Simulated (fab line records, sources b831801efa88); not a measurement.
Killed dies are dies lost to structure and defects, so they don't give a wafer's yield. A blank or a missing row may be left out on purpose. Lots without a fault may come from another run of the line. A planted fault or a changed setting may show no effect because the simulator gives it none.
fab line records | flow gf180mcu
record lots=5 wafers=15 last_day=34
route steps=602 shown HV_LDD@186
lots that met no fault: from a run of the same line without faults
start_h: hours from the record's first day to the start of the lot's first wafer shown | wait_h: hours since the lot's step before | " the same as in the row above | L1.1+2: a row that stands for several wafers | - no value, or no start given | * or withheld: withheld | < > ~ a bound
route shown NAME@n: a module of which the file shows steps, and the number in the route of the first | usual: mean/standard deviation of fault-free wafers | same: alike in all rows | chamber/n: place in a boat | sites: the reading at each site | _std_site: their standard deviation | _edge_site: outer sites' mean less inner sites' | radius_mm: how far each site lies from the wafer's centre | mask NAME#n: copy n | behind: the tool/chamber that last shaped the wafer | hold: why the lot was held/for how many hours/how that ended | device: the transistor (n, p or np) that didn't switch | end of line: the same wafers' tests at the end of the route | a step without rows: its recipe alone | killed: dies lost to structure and defects at the first sort, not the wafer's yield | map: a wafer's dies, x killed, . not, _ none there
set.NAME: the setting as run; set.NAME@STEP: as run at that earlier step | model.NAME: the simulator's own value behind a step, which no gauge read
lots at some steps of the route; a table a step, a row a wafer
services: from which hour (start_h, from the record's first day; less than 0 if before it) a tool's chamber was out of use, for how many hours, and why
## steps
# step GF_HV_LDD_STRIP_10
# recipe chemistry=O2/N2 power_w=1400 pressure_mtorr=1500 platen_temp_c=250 o2_flow_sccm=3000 n2_flow_sccm=300 overash_fraction=0.5
# usual drypump_motor_current_A=5.5/0.37 heater_power_w=350/33 oes_product_au=0.716/0.0045 strip_time_to_endpoint_s=12.63/0.042
# columns lot.wafer tool chamber start_h wait_h drypump_motor_current_A heater_power_w oes_product_au rf_hours_counter_h strip_time_to_endpoint_s
L082.2 plasma_asher-02 1 288.19 0.1 5.9 327 0.717 15 12.61
L082.3 " 0 " " 5.6 327 0.715 - 12.58
L082.4 " 1 " " 5.9 322 0.721 - 12.62
L085.2 plasma_asher-03 0 298.92 0.1 5.9 411 0.705 67 12.63
L085.4 " 0 " " 6.0 403 0.711 - 12.62
L085.5 " 1 " " 4.8 298 0.717 - 12.65
L088.1 plasma_asher-04 1 325.36 0.1 5.6 389 0.713 51 12.67
L088.2 " 0 " " 5.1 347 0.717 51 12.70
L088.3 " 0 " " 5.1 340 0.720 - 12.70
L090.4 plasma_asher-04 0 342.90 0.1 5.1 351 0.719 - 12.59
L090.5 " 1 " " 5.6 380 0.712 - 12.59
L090.6 " 0 " " 5.1 357 0.716 - 12.60
L094.2 plasma_asher-02 1 374.77 0.1 5.9 321 0.715 23 12.66
L094.3 " 1 " " 5.9 326 0.724 - 12.66
L094.4 " 0 " " 5.6 331 0.715 - 12.64
# step GF_HV_LDD_TW_MEAS_11
# usual HV_LDD_TW=2424/28
# columns lot.wafer tool chamber start_h wait_h HV_LDD_TW
L082.2 film_metro-04 - 288.30 0.1 2453
L082.3 " - " " 2455
L082.4 " - " " 2439
L085.2 film_metro-04 - 299.03 0.1 2454
L085.4 " - " " 2447
L085.5 " - " " 2452
L088.1 film_metro-04 - 325.46 0.1 2434
L088.2 " - " " 2438
L088.3 " - " " 2436
L090.4 film_metro-03 - 342.99 0.1 2368
L090.5 " - " " 2362
L090.6 " - " " 2367
L094.2 film_metro-03 - 374.88 0.1 2384
L094.3 " - " " 2375
L094.4 " - " " 2376
# step GF_HV_LDD_DEHYDRATE_12
# recipe temp_c=200 time_s=60
# columns lot.wafer tool chamber start_h wait_h
L082.2+3+4 litho_track-04 0 298.31 10.0
L085.2+4+5 litho_track-04 0 309.16 10.1
L088.1+2+3 litho_track-03 0 335.36 9.9
L090.4+5+6 litho_track-04 0 354.16 11.2
L094.2+3+4 litho_track-03 0 385.59 10.7
# step GF_HV_LDD_HMDS_13
# recipe prime_time_s=60 prime_temp_c=120
# usual prime_temp_c=119.98/0.13
# columns lot.wafer tool chamber start_h wait_h prime_temp_c
L082.2 litho_track-04 0 298.46 0.1 119.79
L082.3 " 0 " " 119.92
L082.4 " 0 " " 120.02
L085.2 litho_track-04 0 309.31 0.1 120.08
L085.4 " 0 " " 119.99
L085.5 " 0 " " 120.11
L088.1 litho_track-03 0 335.51 0.1 120.12
L088.2 " 0 " " 120.13
L088.3 " 0 " " 120.12
L090.4 litho_track-04 0 354.31 0.1 120.21
L090.5 " 0 " " 120.14
L090.6 " 0 " " 119.81
L094.2 litho_track-03 0 385.74 0.1 119.83
L094.3 " 0 " " 120.04
L094.4 " 0 " " 119.74
# step GF_HV_LDD_COAT_14
# recipe resist=NOVOLAK spin_rpm=3000 resist_thk_nm=1000
# columns lot.wafer tool chamber start_h wait_h
L082.2+3+4 litho_track-04 0 298.61 0.1
L085.2+4+5 litho_track-04 0 309.46 0.1
L088.1+2+3 litho_track-03 0 335.66 0.1
L090.4+5+6 litho_track-04 0 354.46 0.1
L094.2+3+4 litho_track-03 0 385.89 0.1
# step GF_HV_LDD_SOFTBAKE_15
# recipe temp_c=90 time_s=60 resist=NOVOLAK
# columns lot.wafer tool chamber start_h wait_h
L082.2+3+4 litho_track-04 0 298.76 0.1
L085.2+4+5 litho_track-04 0 309.61 0.1
L088.1+2+3 litho_track-03 0 335.81 0.1
L090.4+5+6 litho_track-04 0 354.61 0.1
L094.2+3+4 litho_track-03 0 386.04 0.1
# step GF_HV_LDD_EXPOSE_16
# recipe mask_id=Pplus_LV_AREA target_cd_nm=400 na=0.6 source_shape=conventional sigma_outer=0.6 dose_mj=140
# columns lot.wafer tool chamber start_h wait_h mask
L082.2+3+4 iline_stepper-01 0 - - Pplus_LV_AREA#0
L085.2+4+5 iline_stepper-02 0 - - Pplus_LV_AREA#0
L088.1+2+3 iline_stepper-01 0 - - Pplus_LV_AREA#0
L090.4+5+6 iline_stepper-02 0 - - Pplus_LV_AREA#0
L094.2+3+4 iline_stepper-01 0 - - Pplus_LV_AREA#0
# step GF_HV_LDD_PEB_17
# recipe temp_c=withheld time_s=* resist=NOVOLAK
# columns lot.wafer tool chamber start_h wait_h
L082.2+3+4 litho_track-03 0 - -
L085.2+4+5 litho_track-03 0 - -
L088.1+2+3 litho_track-03 0 - -
L090.4+5+6 litho_track-04 0 - -
L094.2+3+4 litho_track-04 0 - -
# step GF_HV_LDD_DEVELOP_18
# recipe develop_time_s=60 dev_temp_c=23
# columns lot.wafer tool chamber start_h wait_h
L082.2+3+4 litho_track-03 0 309.19 0.1
L085.2+4+5 litho_track-03 0 319.59 0.1
L088.1+2+3 litho_track-03 0 347.31 0.1
L090.4+5+6 litho_track-04 0 365.21 0.1
L094.2+3+4 litho_track-04 0 397.76 0.1
# step GF_HV_LDD_CD_MEAS_19
# recipe target_cd_nm=400
# usual cd_nm=400.8/2.1
# columns lot.wafer tool chamber start_h wait_h cd_nm
L082.2 cd_sem-02 - 309.33 0.1 399.7
L082.3 " - " " 400.3
L082.4 " - " " 398.4
L085.2 cd_sem-02 - 319.73 0.1 402.5
L085.4 " - " " 402.3
L085.5 " - " " 403.2
L088.1 cd_sem-01 - 347.46 0.1 402.4
L088.2 " - " " 404.7
L088.3 " - " " 403.4
L090.4 cd_sem-02 - 365.35 0.1 401.7
L090.5 " - " " 402.1
L090.6 " - " " 401.6
L094.2 cd_sem-02 - 397.91 0.1 399.7
L094.3 " - " " 397.1
L094.4 " - " " 399.0
# step GF_HV_LDD_OVL_MEAS_20
# usual HV_LDD_01_OVL=-0.5/1.3
# columns lot.wafer tool chamber start_h wait_h HV_LDD_01_OVL[nm]
L082.2 overlay-02 - 309.44 0.1 0.0
L082.3 " - " " -0.5
L082.4 " - " " -1.8
L085.2 overlay-01 - 319.84 0.1 1.1
L085.4 " - " " 0.4
L085.5 " - " " -1.4
L088.1 overlay-01 - 347.58 0.1 -0.4
L088.2 " - " " 0.8
L088.3 " - " " -0.2
L090.4 overlay-01 - 365.43 0.1 -0.9
L090.5 " - " " -1.9
L090.6 " - " " -1.8
L094.2 overlay-02 - 398.01 0.1 1.9
L094.3 " - " " 0.4
L094.4 " - " " -0.9
# step GF_HV_LDD_IMPLANT_21
# recipe species=BF2 energy_kev=25 dose_cm2=5e+13 tilt_deg=7
# columns lot.wafer tool chamber start_h wait_h
L082.2+3+4 implanter-01 0 309.49 0.0
L085.2+4+5 implanter-04 0 319.89 0.0
L088.1+2+3 implanter-04 0 347.62 0.0
L090.4+5+6 implanter-02 0 365.52 0.1
L094.2+3+4 implanter-04 0 398.07 0.0
# step GF_HV_LDD_STRIP_22
# recipe chemistry=O2/N2 power_w=1400 pressure_mtorr=1500 platen_temp_c=250 o2_flow_sccm=3000 n2_flow_sccm=300 overash_fraction=0.5
# usual drypump_motor_current_A=5.5/0.4 heater_power_w=356/35 oes_product_au=0.716/0.0042 strip_time_to_endpoint_s=12.63/0.036
# columns lot.wafer tool chamber start_h wait_h drypump_motor_current_A heater_power_w oes_product_au rf_hours_counter_h strip_time_to_endpoint_s
L082.2 plasma_asher-02 0 309.62 0.1 5.5 326 0.716 18 12.62
L082.3 " 0 " " 5.5 325 0.717 - 12.62
L082.4 " 1 " " 5.9 333 0.719 - 12.62
L085.2 plasma_asher-04 1 320.02 0.1 5.7 385 0.718 51 12.68
L085.4 " 1 " " 5.7 395 0.712 - 12.67
L085.5 " 0 " " 5.1 355 0.719 - 12.64
L088.1 plasma_asher-04 1 347.77 0.1 5.6 382 0.713 53 12.58
L088.2 " 0 " " 5.1 358 0.714 53 12.60
L088.3 " 1 " " 5.6 397 0.721 - 12.61
L090.4 plasma_asher-02 0 365.63 0.1 5.5 325 0.705 - 12.68
L090.5 " 1 " " 5.9 331 0.716 - 12.67
L090.6 " 0 " " 5.6 318 0.713 - 12.66
L094.2 plasma_asher-03 1 398.19 0.1 4.8 295 0.716 78 12.59
L094.3 " 0 " " 6.0 395 0.713 - 12.65
L094.4 " 1 " " 4.8 304 0.708 - 12.65
# step GF_HV_LDD_TW_MEAS_23
# usual HV_LDD_2_TW=1059/12
# columns lot.wafer tool chamber start_h wait_h HV_LDD_2_TW
L082.2 film_metro-04 - 309.73 0.1 1069
L082.3 " - " " 1070
L082.4 " - " " 1070
L085.2 film_metro-01 - 320.13 0.1 1062
L085.4 " - " " 1064
L085.5 " - " " 1061
L088.1 film_metro-01 - 347.87 0.1 1070
L088.2 " - " " 1067
L088.3 " - " " 1069
L090.4 film_metro-03 - 365.73 0.1 1041
L090.5 " - " " 1046
L090.6 " - " " 1034
L094.2 film_metro-03 - 398.30 0.1 1045
L094.3 " - " " 1043
L094.4 " - " " 1046
# step GF_HV_LDD_DEHYDRATE_24
# recipe temp_c=200 time_s=60
# columns lot.wafer tool chamber start_h wait_h
L082.2+3+4 litho_track-02 0 319.43 9.7
L085.2+4+5 litho_track-04 0 330.36 10.2
L088.1+2+3 litho_track-03 0 358.21 10.3
L090.4+5+6 litho_track-04 0 377.41 11.7
L094.2+3+4 litho_track-02 0 409.53 11.2
# step GF_HV_LDD_HMDS_25
# recipe prime_time_s=60 prime_temp_c=120
# usual prime_temp_c=120.01/0.13
# columns lot.wafer tool chamber start_h wait_h prime_temp_c
L082.2 litho_track-02 0 319.58 0.1 120.08
L082.3 " 0 " " 120.11
L082.4 " 0 " " 119.98
L085.2 litho_track-04 0 330.51 0.1 119.84
L085.4 " 0 " " 120.04
L085.5 " 0 " " 120.15
L088.1 litho_track-03 0 358.36 0.1 120.01
L088.2 " 0 " " 119.80
L088.3 " 0 " " 119.95
L090.4 litho_track-04 0 377.56 0.1 120.16
L090.5 " 0 " " 120.13
L090.6 " 0 " " 120.05
L094.2 litho_track-02 0 409.68 0.1 120.30
L094.3 " 0 " " 120.17
L094.4 " 0 " " 119.91
# step GF_HV_LDD_COAT_26
# recipe resist=NOVOLAK spin_rpm=3000 resist_thk_nm=1000
# columns lot.wafer tool chamber start_h wait_h
L082.2+3+4 litho_track-02 0 319.73 0.1
L085.2+4+5 litho_track-04 0 330.66 0.1
L088.1+2+3 litho_track-03 0 358.51 0.1
L090.4+5+6 litho_track-04 0 377.71 0.1
L094.2+3+4 litho_track-02 0 409.83 0.1
# step GF_HV_LDD_SOFTBAKE_27
# recipe temp_c=90 time_s=60 resist=NOVOLAK
# columns lot.wafer tool chamber start_h wait_h
L082.2+3+4 litho_track-02 0 319.88 0.1
L085.2+4+5 litho_track-04 0 330.81 0.1
L088.1+2+3 litho_track-03 0 358.66 0.1
L090.4+5+6 litho_track-04 0 377.86 0.1
L094.2+3+4 litho_track-02 0 409.98 0.1
# step GF_HV_LDD_EXPOSE_28
# recipe mask_id=Nplus_HV_AREA target_cd_nm=400 na=0.6 source_shape=conventional sigma_outer=0.6 dose_mj=140
# columns lot.wafer tool chamber start_h wait_h mask
L082.2+3+4 iline_stepper-01 0 - - Nplus_HV_AREA#0
L085.2+4+5 iline_stepper-01 0 - - Nplus_HV_AREA#0
L088.1+2+3 iline_stepper-02 0 - - Nplus_HV_AREA#0
L090.4+5+6 iline_stepper-02 0 - - Nplus_HV_AREA#0
L094.2+3+4 iline_stepper-02 0 - - Nplus_HV_AREA#0
# step GF_HV_LDD_PEB_29
# recipe temp_c=withheld time_s=* resist=NOVOLAK
# columns lot.wafer tool chamber start_h wait_h
L082.2+3+4 litho_track-02 0 - -
L085.2+4+5 litho_track-02 0 - -
L088.1+2+3 litho_track-04 0 - -
L090.4+5+6 litho_track-03 0 - -
L094.2+3+4 litho_track-02 0 - -
# step GF_HV_LDD_DEVELOP_30
# recipe develop_time_s=60 dev_temp_c=23
# columns lot.wafer tool chamber start_h wait_h
L082.2+3+4 litho_track-02 0 330.33 0.1
L085.2+4+5 litho_track-02 0 341.48 0.1
L088.1+2+3 litho_track-04 0 369.29 0.1
L090.4+5+6 litho_track-03 0 389.04 0.1
L094.2+3+4 litho_track-02 0 421.38 0.1
# step GF_HV_LDD_CD_MEAS_31
# recipe target_cd_nm=400
# usual cd_nm=401.0/2.2
# columns lot.wafer tool chamber start_h wait_h cd_nm
L082.2 cd_sem-01 - 330.48 0.1 401.9
L082.3 " - " " 403.8
L082.4 " - " " 402.3
L085.2 cd_sem-02 - 341.63 0.1 402.4
L085.4 " - " " 402.0
L085.5 " - " " 401.7
L088.1 cd_sem-01 - 369.44 0.1 401.6
L088.2 " - " " 398.7
L088.3 " - " " 402.1
L090.4 cd_sem-02 - 389.17 0.1 402.7
L090.5 " - " " 403.9
L090.6 " - " " 405.7
L094.2 cd_sem-01 - 421.53 0.1 403.6
L094.3 " - " " 401.3
L094.4 " - " " 402.7
# step GF_HV_LDD_OVL_MEAS_32
# usual HV_LDD_02_OVL=-0.7/1.4
# columns lot.wafer tool chamber start_h wait_h HV_LDD_02_OVL[nm]
L082.2 overlay-02 - 330.58 0.1 -0.6
L082.3 " - " " -0.9
L082.4 " - " " 1.3
L085.2 overlay-02 - 341.73 0.1 -1.9
L085.4 " - " " -0.9
L085.5 " - " " -2.6
L088.1 overlay-02 - 369.56 0.1 2.9
L088.2 " - " " 0.5
L088.3 " - " " -1.4
L090.4 overlay-02 - 389.25 0.1 0.0
L090.5 " - " " 0.4
L090.6 " - " " -0.4
L094.2 overlay-02 - 421.63 0.1 -0.4
L094.3 " - " " -0.3
L094.4 " - " " -0.6
# step GF_HV_LDD_IMPLANT_33
# recipe species=P energy_kev=60 dose_cm2=7.5e+12 tilt_deg=30 rotation_deg=0
# usual rotation_deg=0.001/0.017
# columns lot.wafer tool chamber start_h wait_h rotation_deg
L082.2 implanter-04 0 330.64 0.0 -0.014
L082.3 " 0 " " 0.004
L082.4 " 0 " " -0.002
L085.2 implanter-04 0 341.79 0.0 -0.011
L085.4 " 0 " " 0.002
L085.5 " 0 " " 0.003
L088.1 implanter-04 0 369.59 0.0 0.012
L088.2 " 0 " " -0.013
L088.3 " 0 " " 0.000
L090.4 implanter-01 0 389.34 0.1 0.021
L090.5 " 0 " " 0.015
L090.6 " 0 " " 0.018
L094.2 implanter-02 0 421.69 0.0 -0.028
L094.3 " 0 " " 0.005
L094.4 " 0 " " -0.020
# step GF_HV_LDD_IMPLANT_34
# recipe species=P energy_kev=60 dose_cm2=7.5e+12 tilt_deg=30 rotation_deg=90
# usual rotation_deg=90.002/0.026
# columns lot.wafer tool chamber start_h wait_h rotation_deg
L082.2 implanter-04 0 330.79 0.1 89.959
L082.3 " 0 " " 89.957
L082.4 " 0 " " 89.985
L085.2 implanter-04 0 341.94 0.1 90.021
L085.4 " 0 " " 90.002
L085.5 " 0 " " 90.025
L088.1 implanter-04 0 369.74 0.1 89.969
L088.2 " 0 " " 89.976
L088.3 " 0 " " 90.011
L090.4 implanter-01 0 389.49 0.1 90.032
L090.5 " 0 " " 90.005
L090.6 " 0 " " 89.995
L094.2 implanter-02 0 421.84 0.1 90.020
L094.3 " 0 " " 90.002
L094.4 " 0 " " 90.018
# step GF_HV_LDD_IMPLANT_35
# recipe species=P energy_kev=60 dose_cm2=7.5e+12 tilt_deg=30 rotation_deg=180
# usual rotation_deg=180.00/0.039
# columns lot.wafer tool chamber start_h wait_h rotation_deg
L082.2 implanter-04 0 330.94 0.1 179.97
L082.3 " 0 " " 180.00
L082.4 " 0 " " 180.01
L085.2 implanter-04 0 342.09 0.1 179.98
L085.4 " 0 " " 180.06
L085.5 " 0 " " 180.01
L088.1 implanter-04 0 369.89 0.1 179.97
L088.2 " 0 " " 180.03
L088.3 " 0 " " 179.97
L090.4 implanter-01 0 389.64 0.1 179.96
L090.5 " 0 " " 179.91
L090.6 " 0 " " 180.01
L094.2 implanter-02 0 421.99 0.1 180.04
L094.3 " 0 " " 179.99
L094.4 " 0 " " 180.00
# step GF_HV_LDD_IMPLANT_36
# recipe species=P energy_kev=60 dose_cm2=7.5e+12 tilt_deg=30 rotation_deg=270
# usual rotation_deg=270.00/0.054
# columns lot.wafer tool chamber start_h wait_h rotation_deg
L082.2 implanter-04 0 331.09 0.1 269.99
L082.3 " 0 " " 270.04
L082.4 " 0 " " 270.00
L085.2 implanter-04 0 342.24 0.1 270.03
L085.4 " 0 " " 270.05
L085.5 " 0 " " 269.99
L088.1 implanter-04 0 370.04 0.1 269.97
L088.2 " 0 " " 270.02
L088.3 " 0 " " 270.00
L090.4 implanter-01 0 389.79 0.1 270.01
L090.5 " 0 " " 269.99
L090.6 " 0 " " 270.03
L094.2 implanter-02 0 422.14 0.1 269.97
L094.3 " 0 " " 270.00
L094.4 " 0 " " 270.04
# step GF_HV_LDD_STRIP_37
# recipe chemistry=O2/N2 power_w=1400 pressure_mtorr=1500 platen_temp_c=250 o2_flow_sccm=3000 n2_flow_sccm=300 overash_fraction=0.5
# usual drypump_motor_current_A=5.5/0.43 heater_power_w=352/38 oes_product_au=0.715/0.0041 strip_time_to_endpoint_s=12.63/0.038
# columns lot.wafer tool chamber start_h wait_h drypump_motor_current_A heater_power_w oes_product_au rf_hours_counter_h strip_time_to_endpoint_s
L082.2 plasma_asher-04 0 331.21 0.1 5.1 354 0.720 52 12.61
L082.3 " 1 " " 5.6 389 0.713 - 12.61
L082.4 " 0 " " 5.1 360 0.717 - 12.60
L085.2 plasma_asher-02 0 342.36 0.1 5.6 322 0.722 21 12.68
L085.4 " 1 " " 5.9 327 0.713 - 12.69
L085.5 " 0 " " 5.6 329 0.717 - 12.69
L088.1 plasma_asher-04 1 370.19 0.1 5.6 392 0.716 56 12.58
L088.2 " 0 " " 5.1 354 0.710 56 12.64
L088.3 " 1 " " 5.6 387 0.716 - 12.61
L090.4 plasma_asher-03 0 389.90 0.1 6.0 409 0.714 - 12.72
L090.5 " 0 " " 6.0 399 0.713 - 12.73
L090.6 " 1 " " 4.8 306 0.714 - 12.70
L094.2 plasma_asher-04 1 422.26 0.1 5.5 381 0.715 61 12.63
L094.3 " 1 " " 5.6 379 0.716 - 12.65
L094.4 " 0 " " 5.1 356 0.720 - 12.64
# step GF_HV_LDD_TW_MEAS_38
# usual HV_LDD_3_TW=1441/17
# columns lot.wafer tool chamber start_h wait_h HV_LDD_3_TW
L082.2 film_metro-03 - 331.32 0.1 1416
L082.3 " - " " 1418
L082.4 " - " " 1418
L085.2 film_metro-03 - 342.47 0.1 1409
L085.4 " - " " 1412
L085.5 " - " " 1417
L088.1 film_metro-04 - 370.29 0.1 1451
L088.2 " - " " 1458
L088.3 " - " " 1465
L090.4 film_metro-04 - 390.00 0.1 1455
L090.5 " - " " 1458
L090.6 " - " " 1452
L094.2 film_metro-04 - 422.37 0.1 1455
L094.3 " - " " 1449
L094.4 " - " " 1454
# step GF_HV_LDD_DEHYDRATE_39
# recipe temp_c=200 time_s=60
# columns lot.wafer tool chamber start_h wait_h
L082.2+3+4 litho_track-03 0 342.09 10.8
L085.2+4+5 litho_track-03 0 353.29 10.8
L088.1+2+3 litho_track-02 0 381.81 11.5
L090.4+5+6 litho_track-03 0 401.74 11.7
L094.2+3+4 litho_track-03 0 433.98 11.6
# step GF_HV_LDD_HMDS_40
# recipe prime_time_s=60 prime_temp_c=120
# usual prime_temp_c=120.03/0.14
# columns lot.wafer tool chamber start_h wait_h prime_temp_c
L082.2 litho_track-03 0 342.24 0.1 120.02
L082.3 " 0 " " 120.06
L082.4 " 0 " " 120.11
L085.2 litho_track-03 0 353.44 0.1 120.27
L085.4 " 0 " " 120.03
L085.5 " 0 " " 119.99
L088.1 litho_track-02 0 381.96 0.1 119.78
L088.2 " 0 " " 120.01
L088.3 " 0 " " 119.98
L090.4 litho_track-03 0 401.89 0.1 119.94
L090.5 " 0 " " 120.17
L090.6 " 0 " " 120.22
L094.2 litho_track-03 0 434.13 0.1 120.35
L094.3 " 0 " " 120.14
L094.4 " 0 " " 120.29
# step GF_HV_LDD_COAT_41
# recipe resist=NOVOLAK spin_rpm=3000 resist_thk_nm=1000
# columns lot.wafer tool chamber start_h wait_h
L082.2+3+4 litho_track-03 0 342.39 0.1
L085.2+4+5 litho_track-03 0 353.59 0.1
L088.1+2+3 litho_track-02 0 382.11 0.1
L090.4+5+6 litho_track-03 0 402.04 0.1
L094.2+3+4 litho_track-03 0 434.28 0.1
# step GF_HV_LDD_SOFTBAKE_42
# recipe temp_c=90 time_s=60 resist=NOVOLAK
# columns lot.wafer tool chamber start_h wait_h
L082.2+3+4 litho_track-03 0 342.54 0.1
L085.2+4+5 litho_track-03 0 353.74 0.1
L088.1+2+3 litho_track-02 0 382.26 0.1
L090.4+5+6 litho_track-03 0 402.19 0.1
L094.2+3+4 litho_track-03 0 434.43 0.1
# step GF_HV_LDD_EXPOSE_43
# recipe mask_id=Pplus_HV_AREA target_cd_nm=400 na=0.6 source_shape=conventional sigma_outer=0.6 dose_mj=140
# columns lot.wafer tool chamber start_h wait_h mask
L082.2+3+4 iline_stepper-01 0 - - Pplus_HV_AREA#0
L085.2+4+5 iline_stepper-01 0 - - Pplus_HV_AREA#0
L088.1+2+3 iline_stepper-02 0 - - Pplus_HV_AREA#0
L090.4+5+6 iline_stepper-01 0 - - Pplus_HV_AREA#0
L094.2+3+4 iline_stepper-01 0 - - Pplus_HV_AREA#0
# step GF_HV_LDD_PEB_44
# recipe temp_c=withheld time_s=* resist=NOVOLAK
# columns lot.wafer tool chamber start_h wait_h
L082.2+3+4 litho_track-02 0 - -
L085.2+4+5 litho_track-03 0 - -
L088.1+2+3 litho_track-03 0 - -
L090.4+5+6 litho_track-04 0 - -
L094.2+3+4 litho_track-03 0 - -
# step GF_HV_LDD_DEVELOP_45
# recipe develop_time_s=60 dev_temp_c=23
# columns lot.wafer tool chamber start_h wait_h
L082.2+3+4 litho_track-02 0 354.23 0.1
L085.2+4+5 litho_track-03 0 364.89 0.1
L088.1+2+3 litho_track-03 0 393.61 0.1
L090.4+5+6 litho_track-04 0 413.86 0.1
L094.2+3+4 litho_track-03 0 447.23 0.1
# step GF_HV_LDD_CD_MEAS_46
# recipe target_cd_nm=400
# usual cd_nm=400.2/1.9
# columns lot.wafer tool chamber start_h wait_h cd_nm
L082.2 cd_sem-02 - 354.38 0.1 400.7
L082.3 " - " " 400.3
L082.4 " - " " 400.5
L085.2 cd_sem-01 - 365.03 0.1 402.3
L085.4 " - " " 402.4
L085.5 " - " " 401.9
L088.1 cd_sem-02 - 393.76 0.1 395.5
L088.2 " - " " 396.9
L088.3 " - " " 398.6
L090.4 cd_sem-01 - 414.00 0.1 403.8
L090.5 " - " " 401.5
L090.6 " - " " 404.0
L094.2 cd_sem-01 - 447.38 0.1 398.5
L094.3 " - " " 400.2
L094.4 " - " " 400.7
# step GF_HV_LDD_OVL_MEAS_47
# usual HV_LDD_03_OVL=-1.1/1.5
# columns lot.wafer tool chamber start_h wait_h HV_LDD_03_OVL[nm]
L082.2 overlay-01 - 354.48 0.1 -0.5
L082.3 " - " " 0.1
L082.4 " - " " -0.5
L085.2 overlay-01 - 365.14 0.1 1.3
L085.4 " - " " 0.2
L085.5 " - " " -0.1
L088.1 overlay-01 - 393.88 0.1 -2.8
L088.2 " - " " -1.6
L088.3 " - " " -3.7
L090.4 overlay-01 - 414.07 0.1 1.4
L090.5 " - " " 2.0
L090.6 " - " " 0.3
L094.2 overlay-02 - 447.49 0.1 0.8
L094.3 " - " " 1.4
L094.4 " - " " -1.3
# step GF_HV_LDD_IMPLANT_48
# recipe species=B energy_kev=25 dose_cm2=3e+13 tilt_deg=7
# columns lot.wafer tool chamber start_h wait_h
L082.2+3+4 implanter-04 0 354.54 0.0
L085.2+4+5 implanter-01 0 365.19 0.0
L088.1+2+3 implanter-01 0 393.92 0.0
L090.4+5+6 implanter-01 0 414.17 0.1
L094.2+3+4 implanter-02 0 447.54 0.0
# step GF_HV_LDD_STRIP_49
# recipe chemistry=O2/N2 power_w=1400 pressure_mtorr=1500 platen_temp_c=250 o2_flow_sccm=3000 n2_flow_sccm=300 overash_fraction=0.5
# usual drypump_motor_current_A=5.5/0.41 heater_power_w=351/36 oes_product_au=0.717/0.0047 strip_time_to_endpoint_s=12.63/0.043
# columns lot.wafer tool chamber start_h wait_h drypump_motor_current_A heater_power_w oes_product_au rf_hours_counter_h strip_time_to_endpoint_s
L082.2 plasma_asher-03 0 354.66 0.1 6.0 412 0.715 73 12.58
L082.3 " 1 " " 4.8 298 0.721 - 12.60
L082.4 " 0 " " 6.0 399 0.720 - 12.60
L085.2 plasma_asher-04 1 365.32 0.1 5.6 381 0.720 56 12.58
L085.4 " 0 " " 5.1 353 0.711 - 12.57
L085.5 " 1 " " 5.7 380 0.708 - 12.55
L088.1 plasma_asher-03 0 394.07 0.1 6.0 404 0.715 78 12.63
L088.2 " 1 " " 4.9 315 0.714 78 12.57
L088.3 " 1 " " 4.9 300 0.721 - 12.58
L090.4 plasma_asher-03 0 414.28 0.1 6.0 405 0.711 - 12.67
L090.5 " 0 " " 6.0 400 0.716 - 12.63
L090.6 " 1 " " 4.9 300 0.716 - 12.66
L094.2 plasma_asher-02 1 447.67 0.1 5.9 326 0.712 32 12.64
L094.3 " 1 " " 5.9 325 0.714 - 12.66
L094.4 " 0 " " 5.6 335 0.710 - 12.66
# step GF_HV_LDD_TW_MEAS_50
# usual HV_LDD_4_TW=569/7.2
# columns lot.wafer tool chamber start_h wait_h HV_LDD_4_TW
L082.2 film_metro-03 - 354.77 0.1 559
L082.3 " - " " 558
L082.4 " - " " 560
L085.2 film_metro-03 - 365.45 0.1 561
L085.4 " - " " 561
L085.5 " - " " 557
L088.1 film_metro-03 - 394.17 0.1 561
L088.2 " - " " 564
L088.3 " - " " 561
L090.4 film_metro-03 - 414.37 0.1 559
L090.5 " - " " 558
L090.6 " - " " 560
L094.2 film_metro-03 - 447.78 0.1 559
L094.3 " - " " 564
L094.4 " - " " 558
# step GF_HV_LDD_CLEAN_51
# recipe chemistry=SC1/SC2 mix=1:4:20 temp_c=70 time_s=150 dry=n2_spin
# usual bath_heat_duty_pct=13.8/1.4
# columns lot.wafer tool chamber start_h wait_h bath_heat_duty_pct
L082.2 wet_bench-01 3 354.82 0.0 13.3
L082.3 " 3 " " 14.2
L082.4 " 3 " " 13.1
L085.2 wet_bench-02 3 365.50 0.0 12.3
L085.4 " 3 " " 13.2
L085.5 " 3 " " 13.2
L088.1 wet_bench-01 2 394.23 0.1 13.8
L088.2 " 2 " " 16.0
L088.3 " 2 " " 14.2
L090.4 wet_bench-01 2 414.40 0.0 14.4
L090.5 " 2 " " 14.6
L090.6 " 2 " " 14.8
L094.2 wet_bench-01 3 447.83 0.0 13.9
L094.3 " 3 " " 12.7
L094.4 " 3 " " 12.8
# step GF_HV_LDD_RTA_52
# recipe temp_c=1000 time_s=10 ambient=N2
# usual lamp_power_pct=31.3/0.43 wafer_temp_C_max=1005.4/1.1
# columns lot.wafer tool chamber start_h wait_h lamp_power_pct wafer_temp_C_max
L082.2 rtp_anneal-01 0 354.88 0.0 31.8 1005.2
L082.3 " 0 " " 31.8 1004.3
L082.4 " 0 " " 31.8 1005.5
L085.2 rtp_anneal-01 0 365.56 0.0 31.8 1003.9
L085.4 " 0 " " 31.8 1005.9
L085.5 " 0 " " 31.8 1007.1
L088.1 rtp_anneal-02 0 394.28 0.0 30.9 1005.3
L088.2 " 0 " " 31.0 1005.0
L088.3 " 0 " " 30.9 1004.0
L090.4 rtp_anneal-02 0 414.49 0.0 30.9 1004.8
L090.5 " 0 " " 30.9 1005.9
L090.6 " 0 " " 30.9 1004.5
L094.2 rtp_anneal-01 0 447.89 0.0 31.8 1006.2
L094.3 " 0 " " 31.8 1004.3
L094.4 " 0 " " 31.8 1007.6
## services
# columns tool chamber start_h hours kind
iline_stepper-02 - 267.78 1.7 pm
iline_stepper-02 - 271.13 4.4 pm
plasma_asher-02 - 277.30 6.2 repair
implanter-02 - 286.75 0.6 repair
plasma_asher-04 - 288.04 3.2 repair
iline_stepper-01 - 308.12 2.1 pm
iline_stepper-01 - 310.21 - consumable_replace:lamp
implanter-01 - 314.91 3.3 repair
iline_stepper-02 - 322.88 0.8 repair
iline_stepper-01 - 342.95 4.4 pm
plasma_asher-02 - 346.42 10.3 pm
implanter-01 - 379.56 1.5 repair
iline_stepper-01 - 396.48 2.1 repair
implanter-01 - 398.92 5.3 repair
implanter-01 - 398.96 1.6 repair
litho_track-02 - 419.66 - consumable_replace:filter
implanter-02 - 439.52 4.4 pm
iline_stepper-01 0 442.03 - calibration
## key
fault none
